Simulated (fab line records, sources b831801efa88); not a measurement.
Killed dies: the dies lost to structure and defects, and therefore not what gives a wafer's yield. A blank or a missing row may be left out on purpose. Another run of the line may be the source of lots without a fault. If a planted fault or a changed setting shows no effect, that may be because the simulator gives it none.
fab line records	flow sky130	part 1 of 2: steps 1 to 32 of 42
record lots=5	wafers=15	last_day=50
route steps=708 shown VT_ADJUST_HVTR@131 VT_ADJUST_PCH@143 SONOS_TUNNEL@154 SONOS_ONO@168
lots that met no fault: taken from a fault-free run of the same line
start_h: the number of hours between the record's first day and the start of the first shown wafer of the lot	wait_h: hours since the lot's step before	" the same as in the row above	L1.1+2: a single row standing in for several wafers	- no value present, or no start provided	* or withheld: withheld	< > ~ a bound
route shown NAME@n: NAME is a module with steps in the file, n the number in the route of the first one	usual: the fault-free wafers' mean and standard deviation	same: alike in all rows	chamber/n: place in a boat	sites: the reading at each site	_std_site: the standard deviation of these	_edge_site: mean of outer sites minus mean of inner sites	radius_mm: for every site, how far away it sits from the centre of the wafer	mask NAME#n: copy n	behind: the tool/chamber that last shaped the wafer	hold: reason for holding the lot/hours on hold/outcome of the hold	device: the transistor (n, p or np) that didn't switch	end of line: at the end of the route, the tests of the same wafers	a step without rows: its recipe alone	killed: dies lost to structure and defects at the first sort, not the wafer's yield	map: a wafer's dies, marking killed ones x, the rest . and places with no die _
set.NAME: the setting that was run; set.NAME@STEP: the one run at that earlier step	model.NAME: the simulator's own value behind a step, which no gauge read
a table for each step, a row for each wafer; lots at some steps of the route
services: a tool's chamber out of use, with start hour (start_h, from the record's first day; less than 0 if before it), hours out, and reason
## steps
# step SKY_VT_ADJUST_HVTR_DEHYDRATE_00
# recipe temp_c=200	time_s=60
lot.wafer	tool	chamber	start_h	wait_h
L078.2+3+4	litho_track-01	0	215.28	10.6
L089.1+5+6	litho_track-01	0	300.26	12.8
L092.2+5+6	litho_track-02	0	315.60	12.1
L093.1+3+4	litho_track-01	0	322.41	12.7
L095.3+4+6	litho_track-03	0	341.21	13.0
# step SKY_VT_ADJUST_HVTR_HMDS_01
# recipe prime_time_s=60	prime_temp_c=120
lot.wafer	tool	chamber	start_h	wait_h
L078.2+3+4	litho_track-01	0	215.43	0.1
L089.1+5+6	litho_track-01	0	300.41	0.1
L092.2+5+6	litho_track-02	0	315.75	0.1
L093.1+3+4	litho_track-01	0	322.56	0.1
L095.3+4+6	litho_track-03	0	341.36	0.1
# step SKY_VT_ADJUST_HVTR_COAT_02
# recipe resist=NOVOLAK	spin_rpm=3000	resist_thk_nm=1140
lot.wafer	tool	chamber	start_h	wait_h
L078.2+3+4	litho_track-01	0	215.58	0.1
L089.1+5+6	litho_track-01	0	300.56	0.1
L092.2+5+6	litho_track-02	0	315.90	0.1
L093.1+3+4	litho_track-01	0	322.71	0.1
L095.3+4+6	litho_track-03	0	341.51	0.1
# step SKY_VT_ADJUST_HVTR_SOFTBAKE_03
# recipe temp_c=90	time_s=60	resist=NOVOLAK
lot.wafer	tool	chamber	start_h	wait_h
L078.2+3+4	litho_track-01	0	215.73	0.1
L089.1+5+6	litho_track-01	0	300.71	0.1
L092.2+5+6	litho_track-02	0	316.05	0.1
L093.1+3+4	litho_track-01	0	322.86	0.1
L095.3+4+6	litho_track-03	0	341.66	0.1
# step SKY_VT_ADJUST_HVTR_EXPOSE_04
# recipe mask_id=HVTRM	target_cd_nm=380	na=0.6	source_shape=conventional	sigma_outer=0.6	dose_mj=150
# usual exposure_dose_mJ_cm2=149.91/0.16
lot.wafer	tool	chamber	start_h	wait_h	mask	exposure_dose_mJ_cm2
L078.2	iline_stepper-02	0	-	-	HVTRM#0	150.13
L078.3	"	0	"	"	HVTRM#0	149.89
L078.4	"	0	"	"	HVTRM#0	150.00
L089.1	iline_stepper-02	0	-	-	HVTRM#0	149.80
L089.5	"	0	"	"	HVTRM#0	149.73
L089.6	"	0	"	"	HVTRM#0	149.52
L092.2	iline_stepper-02	0	-	-	HVTRM#0	150.06
L092.5	"	0	"	"	HVTRM#0	150.01
L092.6	"	0	"	"	HVTRM#0	149.85
L093.1	iline_stepper-01	0	-	-	HVTRM#0	149.96
L093.3	"	0	"	"	HVTRM#0	149.87
L093.4	"	0	"	"	HVTRM#0	149.66
L095.3	iline_stepper-02	0	-	-	HVTRM#0	149.68
L095.4	"	0	"	"	HVTRM#0	149.93
L095.6	"	0	"	"	HVTRM#0	149.83
# step SKY_VT_ADJUST_HVTR_PEB_05
# recipe temp_c=withheld	time_s=*	resist=NOVOLAK
lot.wafer	tool	chamber	start_h	wait_h
L078.2+3+4	litho_track-03	0	-	-
L089.1+5+6	litho_track-03	0	-	-
L092.2+5+6	litho_track-01	0	-	-
L093.1+3+4	litho_track-03	0	-	-
L095.3+4+6	litho_track-01	0	-	-
# step SKY_VT_ADJUST_HVTR_DEVELOP_06
# recipe develop_time_s=60	dev_temp_c=23
lot.wafer	tool	chamber	start_h	wait_h
L078.2+3+4	litho_track-03	0	226.53	0.1
L089.1+5+6	litho_track-03	0	313.91	0.1
L092.2+5+6	litho_track-01	0	329.33	0.1
L093.1+3+4	litho_track-03	0	336.11	0.1
L095.3+4+6	litho_track-01	0	355.01	0.1
# step SKY_VT_ADJUST_HVTR_CD_MEAS_07
# recipe target_cd_nm=380
# usual cd_nm=380.4/2.5
lot.wafer	tool	chamber	start_h	wait_h	cd_nm
L078.2	cd_sem-01	-	226.68	0.1	380.5
L078.3	"	-	"	"	378.2
L078.4	"	-	"	"	379.4
L089.1	cd_sem-02	-	314.06	0.1	380.2
L089.5	"	-	"	"	379.0
L089.6	"	-	"	"	379.7
L092.2	cd_sem-01	-	329.48	0.1	375.1
L092.5	"	-	"	"	374.9
L092.6	"	-	"	"	377.5
L093.1	cd_sem-01	-	336.26	0.1	378.7
L093.3	"	-	"	"	378.6
L093.4	"	-	"	"	379.9
L095.3	cd_sem-01	-	355.15	0.1	380.3
L095.4	"	-	"	"	382.2
L095.6	"	-	"	"	383.1
# step SKY_VT_ADJUST_HVTR_OVL_MEAS_08
# usual VT_ADJUST_HVTR_OVL=0.3/1.3
lot.wafer	tool	chamber	start_h	wait_h	VT_ADJUST_HVTR_OVL[nm]
L078.2	overlay-02	-	226.79	0.1	-0.7
L078.3	"	-	"	"	-0.8
L078.4	"	-	"	"	0.1
L089.1	overlay-02	-	314.18	0.1	-1.0
L089.5	"	-	"	"	-0.4
L089.6	"	-	"	"	0.4
L092.2	overlay-02	-	329.58	0.1	-1.1
L092.5	"	-	"	"	-1.2
L092.6	"	-	"	"	-1.6
L093.1	overlay-01	-	336.38	0.1	0.1
L093.3	"	-	"	"	-0.2
L093.4	"	-	"	"	-1.0
L095.3	overlay-02	-	355.24	0.1	-0.3
L095.4	"	-	"	"	-2.0
L095.6	"	-	"	"	-2.2
# step SKY_VT_ADJUST_HVTR_IMPLANT_09
# recipe species=B	energy_kev=10	dose_cm2=2.1e+12	tilt_deg=withheld
# usual beam_on_s=10.00/0.18	end_station_pressure_torr=5e-06/3e-07
# same implant_ion_amu=11
lot.wafer	tool	chamber	start_h	wait_h	beam_on_s	end_station_pressure_torr
L078.2	implanter-01	0	226.85	0.1	10.13	5.2e-06
L078.3	"	0	"	"	10.16	5.1e-06
L078.4	"	0	"	"	10.17	4.8e-06
L089.1	implanter-02	0	314.22	0.0	9.89	5.1e-06
L089.5	"	0	"	"	9.96	6.1e-06
L089.6	"	0	"	"	10.17	4.6e-06
L092.2	implanter-02	0	329.64	0.0	9.74	4.6e-06
L092.5	"	0	"	"	9.89	5.4e-06
L092.6	"	0	"	"	10.26	4.8e-06
L093.1	implanter-02	0	336.41	0.0	10.25	4.9e-06
L093.3	"	0	"	"	10.00	4.6e-06
L093.4	"	0	"	"	10.17	5.1e-06
L095.3	implanter-03	0	355.31	0.1	10.25	5e-06
L095.4	"	0	"	"	9.83	5.2e-06
L095.6	"	0	"	"	9.74	4.8e-06
# step SKY_VT_ADJUST_HVTR_STRIP_10
# recipe chemistry=O2/N2	power_w=1400	pressure_mtorr=1500	platen_temp_c=withheld	o2_flow_sccm=3000	n2_flow_sccm=300	overash_fraction=0.5
# usual drypump_motor_current_A=5.7/0.5	oes_product_au=0.716/0.0045	strip_time_to_endpoint_s=14.19/0.036
# same overash_fraction=0.5
lot.wafer	tool	chamber	start_h	wait_h	drypump_motor_current_A	oes_product_au	rf_hours_counter_h	strip_time_to_endpoint_s
L078.2	plasma_asher-04	0	226.97	0.1	5.9	0.707	55	14.21
L078.3	"	1	"	"	5.7	0.715	-	14.19
L078.4	"	0	"	"	5.9	0.709	-	14.20
L089.1	plasma_asher-01	0	314.37	0.1	6.1	0.712	49	14.22
L089.5	"	1	"	"	5.2	0.716	-	14.25
L089.6	"	0	"	"	6.1	0.714	-	14.22
L092.2	plasma_asher-01	0	329.76	0.1	6.1	0.713	50	14.26
L092.5	"	1	"	"	5.2	0.716	-	14.21
L092.6	"	0	"	"	6.1	0.713	-	14.18
L093.1	plasma_asher-02	0	336.56	0.1	5.1	0.724	62	14.19
L093.3	"	1	"	"	6.4	0.714	-	14.20
L093.4	"	0	"	"	5.1	0.714	-	14.17
L095.3	plasma_asher-02	1	355.45	0.1	6.5	0.717	-	14.20
L095.4	"	0	"	"	5.1	0.725	-	14.17
L095.6	"	0	"	"	5.1	0.707	-	14.20
# step SKY_VT_ADJUST_HVTR_TW_MEAS_11
# usual VT_ADJUST_HVTR_TW=210.9/2.2
lot.wafer	tool	chamber	start_h	wait_h	VT_ADJUST_HVTR_TW
L078.2	film_metro-03	-	227.08	0.1	211.1
L078.3	"	-	"	"	210.7
L078.4	"	-	"	"	212.9
L089.1	film_metro-04	-	314.47	0.1	209.4
L089.5	"	-	"	"	208.6
L089.6	"	-	"	"	208.1
L092.2	film_metro-02	-	329.87	0.1	210.8
L092.5	"	-	"	"	212.8
L092.6	"	-	"	"	211.4
L093.1	film_metro-02	-	336.66	0.1	209.7
L093.3	"	-	"	"	210.3
L093.4	"	-	"	"	210.8
L095.3	film_metro-02	-	355.53	0.1	211.1
L095.4	"	-	"	"	210.2
L095.6	"	-	"	"	210.5
# step SKY_VT_ADJUST_PCH_DEHYDRATE_00
# recipe temp_c=200	time_s=60
lot.wafer	tool	chamber	start_h	wait_h
L078.2+3+4	litho_track-04	0	237.99	10.9
L089.1+5+6	litho_track-01	0	327.06	12.6
L092.2+5+6	litho_track-01	0	342.98	13.1
L093.1+3+4	litho_track-02	0	350.13	13.5
L095.3+4+6	litho_track-02	0	369.18	13.6
# step SKY_VT_ADJUST_PCH_HMDS_01
# recipe prime_time_s=60	prime_temp_c=120
lot.wafer	tool	chamber	start_h	wait_h
L078.2+3+4	litho_track-04	0	238.14	0.1
L089.1+5+6	litho_track-01	0	327.21	0.1
L092.2+5+6	litho_track-01	0	343.13	0.1
L093.1+3+4	litho_track-02	0	350.28	0.1
L095.3+4+6	litho_track-02	0	369.33	0.1
# step SKY_VT_ADJUST_PCH_COAT_02
# recipe spin_rpm=2000	resist_thk_nm=3000
lot.wafer	tool	chamber	start_h	wait_h
L078.2+3+4	litho_track-04	0	238.29	0.1
L089.1+5+6	litho_track-01	0	327.36	0.1
L092.2+5+6	litho_track-01	0	343.28	0.1
L093.1+3+4	litho_track-02	0	350.43	0.1
L095.3+4+6	litho_track-02	0	369.48	0.1
# step SKY_VT_ADJUST_PCH_SOFTBAKE_03
# recipe temp_c=110	time_s=withheld
lot.wafer	tool	chamber	start_h	wait_h
L078.2+3+4	litho_track-04	0	238.45	0.1
L089.1+5+6	litho_track-01	0	327.51	0.1
L092.2+5+6	litho_track-01	0	343.44	0.1
L093.1+3+4	litho_track-02	0	350.58	0.1
L095.3+4+6	litho_track-02	0	369.65	0.1
# step SKY_VT_ADJUST_PCH_EXPOSE_04
# recipe mask_id=NWM	na=0.6	source_shape=conventional	sigma_outer=0.6	polarization=unpolarized	target_cd_nm=840	dose_mj=255
# usual exposure_dose_mJ_cm2=255.08/0.25
lot.wafer	tool	chamber	start_h	wait_h	mask	exposure_dose_mJ_cm2
L078.2	iline_stepper-01	0	-	-	NWM#0	255.22
L078.3	"	0	"	"	NWM#0	254.78
L078.4	"	0	"	"	NWM#0	255.35
L089.1	iline_stepper-01	0	-	-	NWM#0	254.97
L089.5	"	0	"	"	NWM#0	254.96
L089.6	"	0	"	"	NWM#0	255.03
L092.2	iline_stepper-02	0	-	-	NWM#0	255.41
L092.5	"	0	"	"	NWM#0	254.81
L092.6	"	0	"	"	NWM#0	254.88
L093.1	iline_stepper-01	0	-	-	NWM#0	255.41
L093.3	"	0	"	"	NWM#0	255.06
L093.4	"	0	"	"	NWM#0	255.12
L095.3	iline_stepper-02	0	-	-	NWM#0	254.93
L095.4	"	0	"	"	NWM#0	254.93
L095.6	"	0	"	"	NWM#0	255.37
# step SKY_VT_ADJUST_PCH_PEB_05
# recipe temp_c=115	time_s=withheld
lot.wafer	tool	chamber	start_h	wait_h
L078.2+3+4	litho_track-04	0	-	-
L089.1+5+6	litho_track-04	0	-	-
L092.2+5+6	litho_track-01	0	-	-
L093.1+3+4	litho_track-04	0	-	-
L095.3+4+6	litho_track-01	0	-	-
# step SKY_VT_ADJUST_PCH_DEVELOP_06
# recipe wall_angle_deg=90	developer=TMAH	develop_time_s=60	dev_temp_c=23
lot.wafer	tool	chamber	start_h	wait_h
L078.2+3+4	litho_track-04	0	-	-
L089.1+5+6	litho_track-04	0	-	-
L092.2+5+6	litho_track-01	0	-	-
L093.1+3+4	litho_track-04	0	-	-
L095.3+4+6	litho_track-01	0	-	-
# step SKY_VT_ADJUST_PCH_OVL_MEAS_07
# usual VT_ADJUST_PCH_OVL=-0.5/1.2
lot.wafer	tool	chamber	start_h	wait_h	VT_ADJUST_PCH_OVL[nm]
L078.2	overlay-01	-	249.97	-	-0.1
L078.3	"	-	"	"	0.1
L078.4	"	-	"	"	-0.5
L089.1	overlay-01	-	341.82	-	-0.4
L089.5	"	-	"	"	-1.3
L089.6	"	-	"	"	-1.6
L092.2	overlay-02	-	357.01	-	-1.7
L092.5	"	-	"	"	-2.3
L092.6	"	-	"	"	0.0
L093.1	overlay-01	-	364.37	-	-1.2
L093.3	"	-	"	"	0.0
L093.4	"	-	"	"	-0.8
L095.3	overlay-01	-	384.37	-	-0.2
L095.4	"	-	"	"	-0.6
L095.6	"	-	"	"	-1.0
# step SKY_VT_ADJUST_PCH_IMPLANT_08
# recipe species=B	energy_kev=10	dose_cm2=5e+11	tilt_deg=withheld
# usual beam_on_s=10.02/0.24	end_station_pressure_torr=5e-06/2.7e-07
# same implant_ion_amu=11
lot.wafer	tool	chamber	start_h	wait_h	beam_on_s	end_station_pressure_torr
L078.2	implanter-03	0	250.03	0.0	9.93	4.98e-06
L078.3	"	0	"	"	10.06	4.97e-06
L078.4	"	0	"	"	9.99	4.75e-06
L089.1	implanter-03	0	341.85	0.0	9.75	4.73e-06
L089.5	"	0	"	"	9.70	4.91e-06
L089.6	"	0	"	"	9.77	4.97e-06
L092.2	implanter-03	0	357.07	0.0	9.66	4.9e-06
L092.5	"	0	"	"	9.96	4.93e-06
L092.6	"	0	"	"	10.16	4.99e-06
L093.1	implanter-03	0	364.40	0.0	10.09	5.01e-06
L093.3	"	0	"	"	9.78	5.79e-06
L093.4	"	0	"	"	10.22	4.87e-06
L095.3	implanter-03	0	384.44	0.1	10.31	5.25e-06
L095.4	"	0	"	"	10.02	4.85e-06
L095.6	"	0	"	"	9.76	4.9e-06
# step SKY_VT_ADJUST_PCH_STRIP_09
# recipe chemistry=O2/N2	power_w=1400	pressure_mtorr=1500	platen_temp_c=withheld	o2_flow_sccm=3000	n2_flow_sccm=300	overash_fraction=0.5
# usual drypump_motor_current_A=5.8/0.47	oes_product_au=0.722/0.0044	strip_time_to_endpoint_s=36.96/0.11
# same overash_fraction=0.5
lot.wafer	tool	chamber	start_h	wait_h	drypump_motor_current_A	oes_product_au	rf_hours_counter_h	strip_time_to_endpoint_s
L078.2	plasma_asher-02	1	250.15	0.1	6.4	0.729	54	36.90
L078.3	"	1	"	"	6.4	0.722	-	36.94
L078.4	"	0	"	"	5.1	0.713	-	36.84
L089.1	plasma_asher-04	0	342.00	0.1	5.9	0.723	65	37.18
L089.5	"	0	"	"	5.9	0.727	-	37.03
L089.6	"	1	"	"	5.7	0.714	-	36.97
L092.2	plasma_asher-03	0	357.19	0.1	5.2	0.720	25	37.04
L092.5	"	1	"	"	6.3	0.718	-	37.05
L092.6	"	0	"	"	5.2	0.717	-	36.98
L093.1	plasma_asher-02	0	364.55	0.1	5.1	0.720	65	37.01
L093.3	"	1	"	"	6.4	0.731	-	36.92
L093.4	"	0	"	"	5.1	0.715	-	37.04
L095.3	plasma_asher-04	1	384.58	0.1	5.8	0.723	-	36.95
L095.4	"	0	"	"	5.9	0.722	-	36.93
L095.6	"	0	"	"	5.9	0.719	-	37.01
# step SKY_VT_ADJUST_PCH_TW_MEAS_10
# usual VT_ADJUST_PCH_TW=142.6/1.3
lot.wafer	tool	chamber	start_h	wait_h	VT_ADJUST_PCH_TW
L078.2	film_metro-04	-	250.26	0.1	141.7
L078.3	"	-	"	"	140.0
L078.4	"	-	"	"	139.8
L089.1	film_metro-03	-	342.10	0.1	142.8
L089.5	"	-	"	"	143.0
L089.6	"	-	"	"	142.8
L092.2	film_metro-01	-	357.30	0.1	143.0
L092.5	"	-	"	"	143.7
L092.6	"	-	"	"	144.1
L093.1	film_metro-03	-	364.65	0.1	144.3
L093.3	"	-	"	"	144.5
L093.4	"	-	"	"	143.9
L095.3	film_metro-03	-	384.78	0.2	143.8
L095.4	"	-	"	"	143.6
L095.6	"	-	"	"	143.8
# step SKY_SONOS_TUNNEL_DEHYDRATE_00
# recipe temp_c=200	time_s=60
lot.wafer	tool	chamber	start_h	wait_h
L078.2+3+4	litho_track-02	0	261.55	11.3
L089.1+5+6	litho_track-04	0	355.42	13.3
L092.2+5+6	litho_track-04	0	370.99	13.7
L093.1+3+4	litho_track-03	0	378.76	14.1
L095.3+4+6	litho_track-03	0	398.66	13.9
# step SKY_SONOS_TUNNEL_HMDS_01
# recipe prime_time_s=60	prime_temp_c=120
lot.wafer	tool	chamber	start_h	wait_h
L078.2+3+4	litho_track-02	0	261.70	0.1
L089.1+5+6	litho_track-04	0	355.57	0.1
L092.2+5+6	litho_track-04	0	371.14	0.1
L093.1+3+4	litho_track-03	0	378.91	0.1
L095.3+4+6	litho_track-03	0	398.81	0.1
# step SKY_SONOS_TUNNEL_COAT_02
# recipe resist=NOVOLAK	spin_rpm=3000	resist_thk_nm=1140
lot.wafer	tool	chamber	start_h	wait_h
L078.2+3+4	litho_track-02	0	261.85	0.1
L089.1+5+6	litho_track-04	0	355.72	0.1
L092.2+5+6	litho_track-04	0	371.29	0.1
L093.1+3+4	litho_track-03	0	379.06	0.1
L095.3+4+6	litho_track-03	0	398.96	0.1
# step SKY_SONOS_TUNNEL_SOFTBAKE_03
# recipe temp_c=90	time_s=60	resist=NOVOLAK
lot.wafer	tool	chamber	start_h	wait_h
L078.2+3+4	litho_track-02	0	262.00	0.1
L089.1+5+6	litho_track-04	0	355.87	0.1
L092.2+5+6	litho_track-04	0	371.44	0.1
L093.1+3+4	litho_track-03	0	379.21	0.1
L095.3+4+6	litho_track-03	0	399.11	0.1
# step SKY_SONOS_TUNNEL_EXPOSE_04
# recipe mask_id=TUNM	na=0.6	source_shape=conventional	sigma_outer=0.6	polarization=unpolarized	target_cd_nm=410	dose_mj=136
# usual exposure_dose_mJ_cm2=135.96/0.14
lot.wafer	tool	chamber	start_h	wait_h	mask	exposure_dose_mJ_cm2
L078.2	iline_stepper-01	0	-	-	TUNM#0	135.97
L078.3	"	0	"	"	TUNM#0	135.99
L078.4	"	0	"	"	TUNM#0	135.96
L089.1	iline_stepper-01	0	-	-	TUNM#0	135.89
L089.5	"	0	"	"	TUNM#0	136.02
L089.6	"	0	"	"	TUNM#0	136.08
L092.2	iline_stepper-02	0	-	-	TUNM#0	135.85
L092.5	"	0	"	"	TUNM#0	135.93
L092.6	"	0	"	"	TUNM#0	135.69
L093.1	iline_stepper-02	0	-	-	TUNM#0	135.93
L093.3	"	0	"	"	TUNM#0	135.72
L093.4	"	0	"	"	TUNM#0	135.83
L095.3	iline_stepper-02	0	-	-	TUNM#0	136.28
L095.4	"	0	"	"	TUNM#0	136.10
L095.6	"	0	"	"	TUNM#0	136.10
# step SKY_SONOS_TUNNEL_PEB_05
# recipe temp_c=withheld	time_s=*	resist=NOVOLAK
lot.wafer	tool	chamber	start_h	wait_h
L078.2+3+4	litho_track-04	0	-	-
L089.1+5+6	litho_track-04	0	-	-
L092.2+5+6	litho_track-04	0	-	-
L093.1+3+4	litho_track-02	0	-	-
L095.3+4+6	litho_track-03	0	-	-
# step SKY_SONOS_TUNNEL_DEVELOP_06
# recipe resist=NOVOLAK	developer=TMAH	develop_time_s=60	dev_temp_c=23
lot.wafer	tool	chamber	start_h	wait_h
L078.2+3+4	litho_track-04	0	273.99	0.1
L089.1+5+6	litho_track-04	0	369.72	0.1
L092.2+5+6	litho_track-04	0	385.59	0.1
L093.1+3+4	litho_track-02	0	392.63	0.1
L095.3+4+6	litho_track-03	0	413.36	0.1
# step SKY_SONOS_TUNNEL_CD_MEAS_07
# recipe target_cd_nm=410
# usual cd_nm=410/3
lot.wafer	tool	chamber	start_h	wait_h	cd_nm
L078.2	cd_sem-01	-	274.14	0.1	408
L078.3	"	-	"	"	409
L078.4	"	-	"	"	410
L089.1	cd_sem-01	-	369.87	0.1	406
L089.5	"	-	"	"	406
L089.6	"	-	"	"	407
L092.2	cd_sem-02	-	385.74	0.1	408
L092.5	"	-	"	"	408
L092.6	"	-	"	"	407
L093.1	cd_sem-01	-	392.78	0.1	411
L093.3	"	-	"	"	411
L093.4	"	-	"	"	409
L095.3	cd_sem-01	-	413.50	0.1	413
L095.4	"	-	"	"	413
L095.6	"	-	"	"	412
# step SKY_SONOS_TUNNEL_OVL_MEAS_08
# usual SONOS_TUNNEL_OVL=-0.6/1.3
lot.wafer	tool	chamber	start_h	wait_h	SONOS_TUNNEL_OVL[nm]
L078.2	overlay-02	-	274.24	0.1	1.9
L078.3	"	-	"	"	-0.4
L078.4	"	-	"	"	-2.3
L089.1	overlay-01	-	369.99	0.1	-1.6
L089.5	"	-	"	"	-0.3
L089.6	"	-	"	"	-1.6
L092.2	overlay-01	-	385.84	0.1	1.0
L092.5	"	-	"	"	-0.1
L092.6	"	-	"	"	0.2
L093.1	overlay-01	-	392.90	0.1	0.3
L093.3	"	-	"	"	0.7
L093.4	"	-	"	"	1.6
L095.3	overlay-02	-	413.63	0.1	-1.8
L095.4	"	-	"	"	-0.3
L095.6	"	-	"	"	-0.1
